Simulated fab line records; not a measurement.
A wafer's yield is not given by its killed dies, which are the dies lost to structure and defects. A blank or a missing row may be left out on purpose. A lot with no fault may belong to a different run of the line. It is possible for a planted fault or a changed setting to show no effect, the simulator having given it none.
8D (eight disciplines) problem report, filled in by code + flow sky130 + the parts of the form that need people (team, actions taken, sign-off) are left out

1. THE ISSUE
Mean of sort_bin_3_pad_short at SKY_PAD_OPEN_PROBE_99: 4.3 % across 3 wafers in 2 lots; on wafers with no fault it is 0.9 % (standard deviation 0.42). Measured from the usual mean, that is +8.1 standard deviations.
First seen on wafer L171.1, day 50 03:14, on prober-02. The record holds 18 wafers of 6 lots with a number at this step. Rule for "out" (also "out of limits"): further than 4 standard deviations from the usual mean. All remaining wafers that have a number are taken as sound.

2. WHAT IT IS, AND WHAT IT ISN'T
| question                    | is                                                                                                                            | is not                                                                                                                                 |
|-----------------------------|-------------------------------------------------------------------------------------------------------------------------------|----------------------------------------------------------------------------------------------------------------------------------------|
| which readings at this step | sort_bin_3_pad_short, defect-limited-yield, killed_at_M0_to_M3, killed-dies, sort_bin_5_function, sort-n-pass, sort-yield-pct | killed_at_M4_up, killed-at-contacts, killed-at-front-end, killed-at-other, killed-on-rim, killed-open, killed-short, sort_bin_6_memory |
| which lots                  | L171, L174                                                                                                                    | L155, L164, L165, L167                                                                                                                 |
| which wafers of those lots  | L171.1, L171.6, L174.4                                                                                                        | L171.2, L174.1, L174.5                                                                                                                 |
| read on which tools         | prober-01, prober-02                                                                                                          | -                                                                                                                                      |
| when                        | from day 50 03:14                                                                                                             | up to then (12 sound wafers); but 3 sound wafers of L171, L174 came after                                                              |

3. THE SUSPECTS, EACH WITH WHAT RULES IT OUT
Counting: any tool at a process step up to the reading remains a suspect provided it ran every lot that is out. Sound lots after the first of them don't rule it out here, since some wafers of a struck lot are sound.
- plasma-asher-01 at SKY_VIA1_STRIP_16 (strips in O2/N2): kept. It processed each lot that is out (first: L171, day 39 20:36); up to then, its last sound lot is L165 (day 37 22:14).
- Within plasma-asher-01 at SKY_VIA1_STRIP_16: the wafers that are out ran in chamber 0; their sound lot-mates ran in chamber 1.
Remaining after the count: plasma-asher-01 at SKY_VIA1_STRIP_16.

4. THE CAUSE (what the simulator had put in)
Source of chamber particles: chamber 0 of plasma-asher-01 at SKY_VIA1_STRIP_16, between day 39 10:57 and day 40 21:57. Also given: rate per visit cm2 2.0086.
Counting left only this tool.

5. THE CHAIN OF EFFECTS, in route order
Rows list readings where the struck wafers' mean (over those with a number) sits beyond 3 standard deviations from the usual. Only readings for which the record gives a usual standard deviation are gone through. hours: the time from each lot's start at the first step in this table that gives one to its start at this step, as a median over the lots. sigmas: the change in usual standard deviations.
| hours | step                  | reading              | usual  | on struck wafers | change | sigmas |
|-------|-----------------------|----------------------|--------|------------------|--------|--------|
| 0     | SKY_PAD_OPEN_PROBE_99 | defect-limited-yield | 82.7 % | 71.7             | -11.0  | -5.2   |
| 0     | SKY_PAD_OPEN_PROBE_99 | killed_at_M0_to_M3   | 43     | 103              | +60    | +8.3   |
| 0     | SKY_PAD_OPEN_PROBE_99 | killed-dies          | 85     | 139              | +54    | +5.4   |
| 0     | SKY_PAD_OPEN_PROBE_99 | sort_bin_3_pad_short | 0.9 %  | 4.3              | +3.4   | +8.1   |
| 0     | SKY_PAD_OPEN_PROBE_99 | sort_bin_5_function  | 10.2 % | 18.5             | +8.3   | +5.2   |
| 0     | SKY_PAD_OPEN_PROBE_99 | sort-n-pass          | 407    | 353              | -54    | -5.4   |
| 0     | SKY_PAD_OPEN_PROBE_99 | sort-yield-pct       | 82.7 % | 71.7             | -11.0  | -5.2   |
It contains these process steps:
- SKY_PAD_OPEN_PROBE_99

6. HOW IT WOULD HAVE BEEN CAUGHT EARLIER
The fault began at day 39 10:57; the first out-of-limits reading in this record came at day 50 03:14, 256 hours later.
Tool readings at SKY_VIA1_STRIP_16 with a usual standard deviation given in the record: none out on any struck wafer, hence no alarm at a limit of 4 standard deviations on them.
By day 50 03:14 the whole set of lots that are out, 2 in number, had already begun SKY_VIA1_STRIP_16 on plasma-asher-01. Holding the tool at that point would not have protected any of them.
